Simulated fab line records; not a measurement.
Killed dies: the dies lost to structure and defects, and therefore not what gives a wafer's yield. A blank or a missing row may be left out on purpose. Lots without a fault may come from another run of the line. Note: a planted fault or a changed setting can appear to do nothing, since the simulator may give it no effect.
fab line records ; flow sky130
[record] lots = 11; wafers = 33; lastDay = 50
route steps=708 shown VIA1@471 METAL2@485 PAD_OPEN@708
lots untouched by any fault: they come from a run of this same line in which no faults occurred
startH: hours from the record's opening day to when the first of the lot's shown wafers began ; waitH: hours from the lot's prior step to this one ; " repeats the value in the row above ; L1.1+2: a row that stands for several wafers ; - no value, or no start was given ; * or withheld: withheld ; < > ~ a bound
route shown NAME@n: names a module that has steps shown in the file, with the first one's number in the route ; usual: mean/standard deviation taken from wafers without a fault ; same: alike in all rows ; chamber/n: place in a boat ; sites: readings site by site ; _std_site: the values' standard deviation ; _edge_site: inner sites' mean taken away from outer sites' mean ; radiusMm: how far each site lies from the wafer's centre ; mask NAME#n: copy n ; behind: the last tool/chamber to shape the wafer ; hold: why the lot went on hold/how many hours it stayed there/how the hold came to an end ; device: names the non-switching transistor (n, p or np) ; end of line: tests of these same wafers at the route's end ; a step with no rows: only its recipe ; killed: dies that structure and defects cost at the first sort, which is not the same as the wafer's yield ; map: a wafer's dies, marking killed ones x, the rest . and places with no die _
set.NAME: the setting that was run; set.NAME@STEP: the one run at that earlier step ; model.NAME: the simulator's own value behind a step, which no gauge read
steps of the route over a sample of lots; a table a step, a row a wafer
services: the hour from which a tool's chamber was out of use, counted from the record's first day as startH (under 0 if before that day), plus the number of hours and why
[[steps]]
[step SKY_VIA1_OVL_MEAS_13]
[usual] VIA1_OVL = 1/5.2
lot.wafer;tool;chamber;startH;waitH;VIA1_OVL[nm]
L398.2;overlay-02;-;800.39;0.1;0
L398.3;overlay-02;-;800.39;0.1;-4
L398.5;overlay-02;-;800.39;0.1;2
L400.2;overlay-02;-;810.60;0.1;5
L400.3;overlay-02;-;810.60;0.1;1
L400.4;overlay-02;-;810.60;0.1;4
L404.1;overlay-02;-;843.05;0.1;-3
L404.3;overlay-02;-;843.05;0.1;-11
L404.6;overlay-02;-;843.05;0.1;-8
L403.1;overlay-01;-;845.34;0.1;0
L403.2;overlay-01;-;845.34;0.1;0
L403.5;overlay-01;-;845.34;0.1;1
L405.3;overlay-02;-;855.10;0.1;5
L405.4;overlay-02;-;855.10;0.1;3
L405.6;overlay-02;-;855.10;0.1;1
L406.3;overlay-01;-;856.76;0.1;-1
L406.5;overlay-01;-;856.76;0.1;-6
L406.6;overlay-01;-;856.76;0.1;-3
L413.2;overlay-02;-;912.89;0.1;9
L413.3;overlay-02;-;912.89;0.1;13
L413.6;overlay-02;-;912.89;0.1;13
L416.1;overlay-01;-;928.09;0.1;-8
L416.2;overlay-01;-;928.09;0.1;-6
L416.6;overlay-01;-;928.09;0.1;-3
L415.1;overlay-02;-;929.28;0.1;-8
L415.2;overlay-02;-;929.28;0.1;-7
L415.6;overlay-02;-;929.28;0.1;-5
L418.1;overlay-01;-;947.75;0.1;-7
L418.2;overlay-01;-;947.75;0.1;2
L418.5;overlay-01;-;947.75;0.1;1
L419.3;overlay-02;-;956.65;0.1;-2
L419.5;overlay-02;-;956.65;0.1;-5
L419.6;overlay-02;-;956.65;0.1;-4
[step SKY_VIA1_THK_MEAS_23]
[recipe] thkMeasGauge = xrf; reads = W_of_VIA1_CVD_21
[usual] VIA1_W_THK = 275/4.2
lot.wafer;tool;chamber;startH;waitH;VIA1_W_THK[nm]
L398.2;filmMetro-02;-;801.39;0.1;280
L398.3;filmMetro-02;-;801.39;0.1;281
L398.5;filmMetro-02;-;801.39;0.1;278
L400.2;filmMetro-02;-;811.63;0.1;278
L400.3;filmMetro-02;-;811.63;0.1;275
L400.4;filmMetro-02;-;811.63;0.1;277
L404.1;filmMetro-03;-;844.07;0.1;271
L404.3;filmMetro-03;-;844.07;0.1;270
L404.6;filmMetro-03;-;844.07;0.1;268
L403.1;filmMetro-04;-;846.34;0.1;270
L403.2;filmMetro-04;-;846.34;0.1;275
L403.5;filmMetro-04;-;846.34;0.1;269
L405.3;filmMetro-02;-;856.13;0.1;281
L405.4;filmMetro-02;-;856.13;0.1;281
L405.6;filmMetro-02;-;856.13;0.1;282
L406.3;filmMetro-03;-;857.80;0.1;275
L406.5;filmMetro-03;-;857.80;0.1;273
L406.6;filmMetro-03;-;857.80;0.1;270
L413.2;filmMetro-02;-;913.90;0.1;279
L413.3;filmMetro-02;-;913.90;0.1;276
L413.6;filmMetro-02;-;913.90;0.1;279
L416.1;filmMetro-04;-;929.49;0.1;280
L416.2;filmMetro-04;-;929.49;0.1;277
L416.6;filmMetro-04;-;929.49;0.1;276
L415.1;filmMetro-03;-;930.69;0.1;272
L415.2;filmMetro-03;-;930.69;0.1;271
L415.6;filmMetro-03;-;930.69;0.1;270
L418.1;filmMetro-04;-;948.74;0.1;277
L418.2;filmMetro-04;-;948.74;0.1;275
L418.5;filmMetro-04;-;948.74;0.1;271
L419.3;filmMetro-02;-;957.65;0.1;277
L419.5;filmMetro-02;-;957.65;0.1;281
L419.6;filmMetro-02;-;957.65;0.1;279
[step SKY_METAL2_SPUTTER_02]
[recipe] material = AlCu; targetThkNm = 250; powerW = 10600; timeS = 13.3; chamberPressurePa = 0.4
[usual] throttleValvePct = 30.1/0.89
lot.wafer;tool;chamber;startH;waitH;throttleValvePct
L398.2;pvdSputter-03;-;801.79;0.0;29.9
L398.3;pvdSputter-03;-;801.79;0.0;28.7
L398.5;pvdSputter-03;-;801.79;0.0;30.3
L400.2;pvdSputter-01;-;812.03;0.0;30.3
L400.3;pvdSputter-01;-;812.03;0.0;31.7
L400.4;pvdSputter-01;-;812.03;0.0;30.0
L404.1;pvdSputter-01;-;844.48;0.0;31.2
L404.3;pvdSputter-01;-;844.48;0.0;29.9
L404.6;pvdSputter-01;-;844.48;0.0;31.7
L403.1;pvdSputter-03;-;846.75;0.0;28.7
L403.2;pvdSputter-03;-;846.75;0.0;29.8
L403.5;pvdSputter-03;-;846.75;0.0;30.2
L405.3;pvdSputter-01;-;856.52;0.0;29.7
L405.4;pvdSputter-01;-;856.52;0.0;31.0
L405.6;pvdSputter-01;-;856.52;0.0;31.0
L406.3;pvdSputter-03;-;858.19;0.0;30.1
L406.5;pvdSputter-03;-;858.19;0.0;30.3
L406.6;pvdSputter-03;-;858.19;0.0;29.9
L413.2;pvdSputter-01;-;914.30;0.0;30.2
L413.3;pvdSputter-01;-;914.30;0.0;31.7
L413.6;pvdSputter-01;-;914.30;0.0;29.9
L416.1;pvdSputter-03;-;929.89;0.0;30.3
L416.2;pvdSputter-03;-;929.89;0.0;29.7
L416.6;pvdSputter-03;-;929.89;0.0;30.4
L415.1;pvdSputter-03;-;931.09;0.0;30.4
L415.2;pvdSputter-03;-;931.09;0.0;30.0
L415.6;pvdSputter-03;-;931.09;0.0;30.2
L418.1;pvdSputter-02;-;949.49;0.0;30.1
L418.2;pvdSputter-02;-;949.49;0.0;30.0
L418.5;pvdSputter-02;-;949.49;0.0;29.3
L419.3;pvdSputter-03;-;958.04;0.0;30.0
L419.5;pvdSputter-03;-;958.04;0.0;30.2
L419.6;pvdSputter-03;-;958.04;0.0;30.0
[step SKY_METAL2_SPUTTER_03]
[recipe] material = Ti; targetThkNm = 5; powerW = 3000; timeS = 3.3; chamberPressurePa = 0.4
[usual] throttleValvePct = 30.1/0.9
lot.wafer;tool;chamber;startH;waitH;throttleValvePct
L398.2;pvdSputter-03;-;801.81;0.0;29.8
L398.3;pvdSputter-03;-;801.81;0.0;28.6
L398.5;pvdSputter-03;-;801.81;0.0;30.2
L400.2;pvdSputter-01;-;812.05;0.0;30.6
L400.3;pvdSputter-01;-;812.05;0.0;31.7
L400.4;pvdSputter-01;-;812.05;0.0;29.7
L404.1;pvdSputter-01;-;844.51;0.0;30.9
L404.3;pvdSputter-01;-;844.51;0.0;29.7
L404.6;pvdSputter-01;-;844.51;0.0;31.6
L403.1;pvdSputter-03;-;846.77;0.0;28.4
L403.2;pvdSputter-03;-;846.77;0.0;29.7
L403.5;pvdSputter-03;-;846.77;0.0;30.4
L405.3;pvdSputter-01;-;856.55;0.0;29.8
L405.4;pvdSputter-01;-;856.55;0.0;31.0
L405.6;pvdSputter-01;-;856.55;0.0;31.3
L406.3;pvdSputter-03;-;858.21;0.0;29.9
L406.5;pvdSputter-03;-;858.21;0.0;30.4
L406.6;pvdSputter-03;-;858.21;0.0;30.2
L413.2;pvdSputter-01;-;914.32;0.0;30.5
L413.3;pvdSputter-01;-;914.32;0.0;31.9
L413.6;pvdSputter-01;-;914.32;0.0;29.9
L416.1;pvdSputter-03;-;929.92;0.0;30.4
L416.2;pvdSputter-03;-;929.92;0.0;30.1
L416.6;pvdSputter-03;-;929.92;0.0;30.3
L415.1;pvdSputter-03;-;931.12;0.0;30.2
L415.2;pvdSputter-03;-;931.12;0.0;29.7
L415.6;pvdSputter-03;-;931.12;0.0;30.3
L418.1;pvdSputter-02;-;949.52;0.0;30.4
L418.2;pvdSputter-02;-;949.52;0.0;30.1
L418.5;pvdSputter-02;-;949.52;0.0;29.2
L419.3;pvdSputter-03;-;958.06;0.0;29.9
L419.5;pvdSputter-03;-;958.06;0.0;30.3
L419.6;pvdSputter-03;-;958.06;0.0;30.0
[step SKY_METAL2_RS_MEAS_05]
[recipe] thkMeasGauge = four-point-probe; reads = TiN_of_METAL2_SPUTTER_04+Ti_of_METAL2_SPUTTER_03+AlCu_of_METAL2_SPUTTER_02+TiN_of_METAL2_SPUTTER_01+Ti_of_METAL2_SPUTTER_00
[usual] METAL2_ALCU_RS = 0.1275/0.0013
lot.wafer;tool;chamber;startH;waitH;hold;METAL2_ALCU_RS[ohm/sq]
L398.2;filmMetro-02;-;801.90;0.0;-;0.1298
L398.3;filmMetro-02;-;801.90;0.0;-;0.1294
L398.5;filmMetro-02;-;801.90;0.0;-;0.1291
L400.2;filmMetro-02;-;812.14;0.0;-;0.1254
L400.3;filmMetro-02;-;812.14;0.0;-;0.1242
L400.4;filmMetro-02;-;812.14;0.0;-;0.1261
L404.1;filmMetro-01;-;844.57;0.0;-;0.1245
L404.3;filmMetro-01;-;844.57;0.0;-;0.1247
L404.6;filmMetro-01;-;844.57;0.0;-;0.1240
L403.1;filmMetro-01;-;846.84;0.0;-;0.1273
L403.2;filmMetro-01;-;846.84;0.0;-;0.1276
L403.5;filmMetro-01;-;846.84;0.0;-;0.1283
L405.3;filmMetro-02;-;856.65;0.1;-;0.1279
L405.4;filmMetro-02;-;856.65;0.1;-;0.1289
L405.6;filmMetro-02;-;856.65;0.1;-;0.1279
L406.3;filmMetro-02;-;858.32;0.1;-;0.1272
L406.5;filmMetro-02;-;858.32;0.1;-;0.1274
L406.6;filmMetro-02;-;858.32;0.1;-;0.1294
L413.2;filmMetro-04;-;914.41;0.0;awaitDispo/0.2h/release;0.1263
L413.3;filmMetro-04;-;914.41;0.0;awaitDispo/0.2h/release;0.1270
L413.6;filmMetro-04;-;914.41;0.0;awaitDispo/0.2h/release;0.1353
L413.2;filmMetro-04;-;914.70;0.3;-;0.1265
L413.3;filmMetro-04;-;914.70;0.3;-;0.1273
L413.6;filmMetro-04;-;914.70;0.3;-;0.1354
L416.1;filmMetro-04;-;929.99;0.0;-;0.1286
L416.2;filmMetro-04;-;929.99;0.0;-;0.1284
L416.6;filmMetro-04;-;929.99;0.0;-;0.1280
L415.1;filmMetro-01;-;931.19;0.0;-;0.1277
L415.2;filmMetro-01;-;931.19;0.0;-;0.1283
L415.6;filmMetro-01;-;931.19;0.0;-;0.1268
L418.1;filmMetro-04;-;949.58;0.0;-;0.1286
L418.2;filmMetro-04;-;949.58;0.0;-;0.1290
L418.5;filmMetro-04;-;949.58;0.0;-;0.1290
L419.3;filmMetro-01;-;958.17;0.1;-;0.1273
L419.5;filmMetro-01;-;958.17;0.1;-;0.1264
L419.6;filmMetro-01;-;958.17;0.1;-;0.1270
[step SKY_METAL2_THK_MEAS_06]
[recipe] thkMeasGauge = xrf; reads = AlCu_of_METAL2_SPUTTER_02
[usual] METAL2_ALCU_THK = 253.4/3
lot.wafer;tool;chamber;startH;waitH;hold;METAL2_ALCU_THK[nm]
L398.2;filmMetro-02;-;802.01;0.1;-;246.8
L398.3;filmMetro-02;-;802.01;0.1;-;249.0
L398.5;filmMetro-02;-;802.01;0.1;-;251.5
L400.2;filmMetro-02;-;812.25;0.1;-;259.2
L400.3;filmMetro-02;-;812.25;0.1;-;259.8
L400.4;filmMetro-02;-;812.25;0.1;-;256.2
L404.1;filmMetro-01;-;844.69;0.1;-;260.7
L404.3;filmMetro-01;-;844.69;0.1;-;260.4
L404.6;filmMetro-01;-;844.69;0.1;-;262.1
L403.1;filmMetro-01;-;846.96;0.1;-;252.1
L403.2;filmMetro-01;-;846.96;0.1;-;253.5
L403.5;filmMetro-01;-;846.96;0.1;-;250.7
L405.3;filmMetro-02;-;856.75;0.1;-;250.8
L405.4;filmMetro-02;-;856.75;0.1;-;251.4
L405.6;filmMetro-02;-;856.75;0.1;-;251.7
L406.3;filmMetro-02;-;858.42;0.1;-;253.8
L406.5;filmMetro-02;-;858.42;0.1;-;252.5
L406.6;filmMetro-02;-;858.42;0.1;-;249.4
L413.2;filmMetro-04;-;916.09;1.4;awaitDispo/0.2h/release;253.9
L413.3;filmMetro-04;-;916.09;1.4;awaitDispo/0.2h/release;251.8
L413.6;filmMetro-04;-;916.09;1.4;awaitDispo/0.2h/release;237.4
L413.2;filmMetro-04;-;916.32;0.2;-;253.0
L413.3;filmMetro-04;-;916.32;0.2;-;252.7
L413.6;filmMetro-04;-;916.32;0.2;-;236.9
L416.1;filmMetro-04;-;930.11;0.1;-;249.3
L416.2;filmMetro-04;-;930.11;0.1;-;248.3
L416.6;filmMetro-04;-;930.11;0.1;-;250.7
L415.1;filmMetro-01;-;931.31;0.1;-;250.7
L415.2;filmMetro-01;-;931.31;0.1;-;250.1
L415.6;filmMetro-01;-;931.31;0.1;-;253.0
L418.1;filmMetro-04;-;949.70;0.1;-;252.1
L418.2;filmMetro-04;-;949.70;0.1;-;250.7
L418.5;filmMetro-04;-;949.70;0.1;-;248.9
L419.3;filmMetro-01;-;958.27;0.1;-;255.4
L419.5;filmMetro-01;-;958.27;0.1;-;258.8
L419.6;filmMetro-01;-;958.27;0.1;-;255.2
[step SKY_PAD_OPEN_PROBE_99]
[usual] defectLimitedYield = 82.4/2.1; killed_at_M0_to_M3 = 44/7.3; killed_at_M4_up = 3.0/1.9; killedAtContacts = 24/5; killedAtFrontEnd = 16/4.5; killedAtOther = 0.3/0.46; killedDies = 87/10; killedOpen = 47/8.3; killedShort = 39/6.4; sort_bin_3_pad_short = 0.8/0.43; sort_bin_5_function = 10.5/1.6; sort_bin_6_memory = 6.3/1.1; sortNPass = 405/10; sortYieldPct = 82.4/2.1
[same] grossDies = 492; killedAtBackSide = 0; sort_bin_4_leakage[%] = 0; sort_bin_8_speed[%] = 0
lot.wafer;tool;chamber;startH;waitH;defectLimitedYield[%];killed_at_M0_to_M3;killed_at_M4_up;killedAtContacts;killedAtFrontEnd;killedAtOther;killedDies;killedOpen;killedShort;sort_bin_3_pad_short[%];sort_bin_5_function[%];sort_bin_6_memory[%];sortNPass;sortYieldPct[%]
L404.1;prober-01;-;1114.25;0.1;82.7;49;0;23;13;0;85;55;30;0.8;9.8;6.7;407;82.7
L404.3;prober-01;-;1114.35;0.2;86.4;36;3;10;18;0;67;34;33;1.0;6.5;6.1;425;86.4
L404.6;prober-01;-;1114.50;0.2;82.3;47;5;25;10;0;87;48;39;1.4;11.2;5.1;405;82.3
L403.1;prober-02;-;1115.58;0.1;83.5;50;2;20;9;0;81;34;47;0.6;9.6;6.3;411;83.5
L403.2;prober-02;-;1115.63;0.1;81.3;44;6;27;15;0;92;51;41;0.2;10.2;8.3;400;81.3
L403.5;prober-02;-;1115.78;0.2;89.2;29;0;15;8;1;53;33;20;0.2;7.9;2.6;439;89.2
L405.3;prober-01;-;1122.85;0.2;82.5;47;1;22;16;0;86;42;44;1.2;9.3;6.9;406;82.5
L405.4;prober-01;-;1122.90;0.2;80.1;48;5;28;17;0;98;52;46;0.8;13.4;5.7;394;80.1
L405.6;prober-01;-;1123.00;0.2;79.9;54;1;28;16;0;99;53;46;0.6;13.4;6.1;393;79.9
L406.3;prober-02;-;1125.03;0.2;86.4;30;3;22;12;0;67;37;30;0.4;7.7;5.5;425;86.4
L406.5;prober-02;-;1125.13;0.2;85.2;27;2;25;18;1;73;50;23;0.4;8.1;6.3;419;85.2
L406.6;prober-02;-;1125.18;0.2;88.8;35;0;14;6;0;55;33;22;0;6.9;4.3;437;88.8
L415.1;prober-01;-;1177.17;0.1;83.1;40;2;28;13;0;83;48;35;1.6;9.1;6.1;409;83.1
L415.2;prober-01;-;1177.22;0.1;84.3;33;3;20;20;1;77;34;43;1.4;10.0;4.3;415;84.3
L415.6;prober-01;-;1177.42;0.2;84.1;40;6;19;13;0;78;37;41;0.4;9.6;5.9;414;84.1
L416.1;prober-02;-;1177.78;0.1;82.9;43;8;17;16;0;84;42;42;0.8;10.4;5.9;408;82.9
L416.2;prober-02;-;1177.83;0.1;82.1;36;3;26;23;0;88;53;35;1.0;10.4;6.5;404;82.1
L416.6;prober-02;-;1178.03;0.2;83.7;43;3;18;16;0;80;48;32;0.4;10.0;5.9;412;83.7
// killed by level:class
L404.1 VIA1:geometricParticle:open=16 LI_CONTACT:geometricParticle:open=10 VIA2:geometricParticle:open=10 CONTACT:geometricParticle:open=7 METAL1:geometricParticle:short=7 FIELD_ISO:geometricParticle:open=5 VIA1:geometricParticle:short=5 LI_CONTACT:geometricParticle:short=3
L404.3 VIA1:geometricParticle:open=8 FIELD_ISO:geometricParticle:short=5 METAL1:geometricParticle:open=4 SPACER:geometricParticle:short=4 VIA3:geometricParticle:open=4 CONTACT:geometricParticle:open=4 METAL2:geometricParticle:short=4 POLY_GATE:geometricParticle:open=3
L404.6 LI_CONTACT:geometricParticle:open=9 VIA3:geometricParticle:open=8 VIA1:geometricParticle:short=8 CONTACT:geometricParticle:short=6 VIA1:geometricParticle:open=6 VIA2:geometricParticle:open=6 LOCAL_INTERCONNECT:geometricParticle:short=4 CONTACT:geometricParticle:open=4
L403.1 METAL1:geometricParticle:short=9 VIA2:geometricParticle:open=9 VIA1:geometricParticle:open=8 METAL2:geometricParticle:short=8 CONTACT:geometricParticle:open=6 LOCAL_INTERCONNECT:geometricParticle:short=5 METAL3:geometricParticle:short=4 VIA1:geometricParticle:short=4
L403.2 LI_CONTACT:geometricParticle:open=10 METAL1:geometricParticle:short=9 CONTACT:geometricParticle:open=8 VIA3:geometricParticle:open=7 VIA2:geometricParticle:open=6 METAL2:geometricParticle:short=5 POLY_GATE:geometricParticle:open=5 VIA1:geometricParticle:open=5
L403.5 VIA1:geometricParticle:open=9 CONTACT:geometricParticle:open=6 METAL1:geometricParticle:short=5 LI_CONTACT:geometricParticle:open=4 VIA2:geometricParticle:open=4 LOCAL_INTERCONNECT:geometricParticle:short=4 VIA3:geometricParticle:open=4 METAL2:geometricParticle:short=3
L405.3 CONTACT:geometricParticle:open=10 VIA1:geometricParticle:open=9 METAL1:geometricParticle:short=9 METAL2:geometricParticle:short=8 CONTACT:geometricParticle:short=7 VIA2:geometricParticle:open=6 METAL3:geometricParticle:short=6 FIELD_ISO:geometricParticle:open=5
L405.4 LI_CONTACT:geometricParticle:open=11 CONTACT:geometricParticle:open=9 VIA1:geometricParticle:open=9 VIA1:geometricParticle:short=8 METAL2:geometricParticle:short=8 VIA2:geometricParticle:open=7 METAL1:geometricParticle:short=7 POLY_GATE:geometricParticle:open=5
L405.6 VIA1:geometricParticle:open=16 METAL2:geometricParticle:short=11 CONTACT:geometricParticle:open=11 METAL1:geometricParticle:short=8 LOCAL_INTERCONNECT:geometricParticle:short=6 CONTACT:geometricParticle:short=6 VIA3:geometricParticle:open=6 FIELD_ISO:geometricParticle:open=5
L406.3 LI_CONTACT:geometricParticle:open=7 CONTACT:geometricParticle:open=6 LI_CONTACT:geometricParticle:short=6 POLY_GATE:geometricParticle:open=5 VIA1:geometricParticle:short=4 METAL1:geometricParticle:short=4 METAL3:geometricParticle:short=4 VIA3:geometricParticle:open=4
L406.5 LI_CONTACT:geometricParticle:open=11 VIA1:geometricParticle:open=8 CONTACT:geometricParticle:open=6 FIELD_ISO:geometricParticle:open=5 POLY_GATE:geometricParticle:open=5 LOCAL_INTERCONNECT:geometricParticle:short=4 VIA2:geometricParticle:open=4 VIA3:geometricParticle:open=4
L406.6 VIA1:geometricParticle:open=7 VIA3:geometricParticle:open=6 CONTACT:geometricParticle:open=6 METAL2:geometricParticle:short=6 VIA2:geometricParticle:open=5 LI_CONTACT:geometricParticle:open=3 VIA2:geometricParticle:short=3 POLY_GATE:geometricParticle:open=2
L415.1 LI_CONTACT:geometricParticle:open=10 METAL1:geometricParticle:short=8 CONTACT:geometricParticle:open=8 VIA3:geometricParticle:open=7 POLY_GATE:geometricParticle:short=6 VIA2:geometricParticle:open=6 POLY_GATE:geometricParticle:open=5 CONTACT:geometricParticle:short=5
L415.2 FIELD_ISO:geometricParticle:open=6 METAL1:geometricParticle:short=6 LI_CONTACT:geometricParticle:open=6 CONTACT:geometricParticle:open=6 VIA1:geometricParticle:open=6 VIA1:geometricParticle:short=5 FIELD_ISO:geometricParticle:short=4 METAL2:geometricParticle:short=4
L415.6 VIA3:geometricParticle:open=9 CONTACT:geometricParticle:open=8 POLY_GATE:geometricParticle:short=6 METAL4:geometricParticle:short=5 METAL1:geometricParticle:short=5 METAL2:geometricParticle:short=5 VIA2:geometricParticle:open=5 LOCAL_INTERCONNECT:geometricParticle:short=4
L416.1 CONTACT:geometricParticle:open=8 VIA3:geometricParticle:open=8 VIA1:geometricParticle:open=8 METAL4:geometricParticle:short=8 POLY_GATE:geometricParticle:open=6 METAL1:geometricParticle:short=5 VIA1:geometricParticle:short=5 VIA2:geometricParticle:short=5
L416.2 LI_CONTACT:geometricParticle:open=10 VIA1:geometricParticle:open=10 CONTACT:geometricParticle:open=8 POLY_GATE:geometricParticle:open=7 POLY_GATE:geometricParticle:short=7 METAL2:geometricParticle:short=5 VIA2:geometricParticle:open=4 CONTACT:geometricParticle:short=4
L416.6 VIA1:geometricParticle:open=22 CONTACT:geometricParticle:open=6 CONTACT:geometricParticle:short=6 VIA3:geometricParticle:open=4 POLY_GATE:geometricParticle:open=4 VIA1:geometricParticle:short=4 FIELD_ISO:geometricParticle:short=3 FIELD_ISO:geometricParticle:open=3
[[services]]
tool;chamber;startH;hours;kind
pvdSputter-03;-;797.96;2.7;repair
pvdSputter-02;-;837.47;10.3;repair
pvdSputter-02;-;880.16;4.3;repair
pvdSputter-02;-;892.28;0.5;repair
pvdSputter-02;-;919.71;5.0;repair
pvdSputter-01;2;928.20;-;consumableReplace:kit
pvdSputter-01;2;928.20;18.0;scheduledDown
pvdSputter-01;2;928.20;18.0;ventCycle
pvdSputter-02;-;938.01;8.6;repair
[[key]]
[firstSign] step = SKY_METAL2_RS_MEAS_05; reading = visit; direction = added
[effect] step = SKY_METAL2_RS_MEAS_05; reading = METAL2_ALCU_RS; direction = up; sigmas = 6.2; usual = 0.1275; struck = 0.1353
[effect] step = SKY_METAL2_THK_MEAS_06; reading = visit; direction = added
[effect] step = SKY_METAL2_THK_MEAS_06; reading = METAL2_ALCU_THK; direction = down; sigmas = 5.4; usual = 253.4; struck = 237.4
metAt SKY_METAL2_SPUTTER_02
struckLots L413
struckWafers L413.6
notActingAt SKY_VIA1_OVL_MEAS_13,SKY_VIA1_THK_MEAS_23,SKY_METAL2_SPUTTER_03
onsetBetween 856.52 914.30
[fault] kind = processParameterDrift; tool = pvdSputter-01; chamber = -; onsetH = 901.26; steps = SKY_METAL2_SPUTTER_02; channel = timeS; offset = *; shape = step; endH = 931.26; actsIn = *; stated = *; scope = struckWafersOnly
